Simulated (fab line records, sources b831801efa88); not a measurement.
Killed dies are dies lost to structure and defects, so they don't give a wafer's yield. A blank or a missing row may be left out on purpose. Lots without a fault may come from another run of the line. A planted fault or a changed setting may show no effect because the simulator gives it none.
Chamber matching | flow sky130 | SKY_VIA4_CMP_02 on cmp-02: 4 sister chambers
The step polishes SiO2. 18 wafers are shown with their chamber, then 9 later ones without.

WAFERS WITH THEIR CHAMBER
wafer  | chamber | motor_current_A (A)
L851.1 | 0       | 12.0
L851.4 | 2       | 12.5
L851.6 | 1       | 10.9
L853.1 | 3       | 13.6
L853.2 | 1       | 11.4
L853.4 | 2       | 12.6
L856.1 | 3       | 14.8
L856.2 | 1       | 11.8
L856.6 | 2       | 12.3
L858.1 | 1       | 11.7
L858.3 | 0       | 12.6
L858.5 | 1       | 11.3
L862.1 | 0       | 12.6
L862.2 | 2       | 12.0
L862.3 | 1       | 11.3
L864.4 | 1       | 11.7
L864.5 | 1       | 11.7
L864.6 | 0       | 13.0

SIGNATURES (means of the wafers above)
reading         | chamber 0 | chamber 1 | chamber 2 | chamber 3 | scatter within a chamber
motor_current_A | 12.550    | 11.475    | 12.350    | 14.200    | 0.387
Rule: a wafer's distance from a chamber is the root of the sum, over the readings, of the square of ((its reading less the chamber's mean) divided by the reading's scatter). The wafer belongs to the nearest chamber; if the next one is less than 2 further off, it can't be placed. The scatter: the root of (the sum of the squares of (reading less its chamber's mean) over the shown wafers, divided by (wafers less chambers)).

WAFERS WITHOUT THEIR CHAMBER
wafer  | motor_current_A (A)
L863.2 | 12.3
L863.4 | 12.6
L863.6 | 15.3
L870.1 | 13.0
L870.4 | 11.9
L870.5 | 12.9
L871.1 | 12.2
L871.2 | 14.2
L871.3 | 11.3

WHICH CHAMBER EACH WENT THROUGH
wafer  | from the rows above          | in truth
L863.2 | can't be placed: 2 or 0      | 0
L863.4 | can't be placed: 0 or 2      | 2
L863.6 | 3                            | 3
L870.1 | can't be placed: 0 or 2 or 3 | 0
L870.4 | can't be placed: 1 or 2 or 0 | 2
L870.5 | can't be placed: 0 or 2      | 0
L871.1 | can't be placed: 2 or 0 or 1 | 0
L871.2 | 3                            | 3
L871.3 | 1                            | 1
Placed correctly: 3 of 9. Can't be placed from these rows: 6 (the true chamber is among the candidates in 6). Placed wrongly: 0.
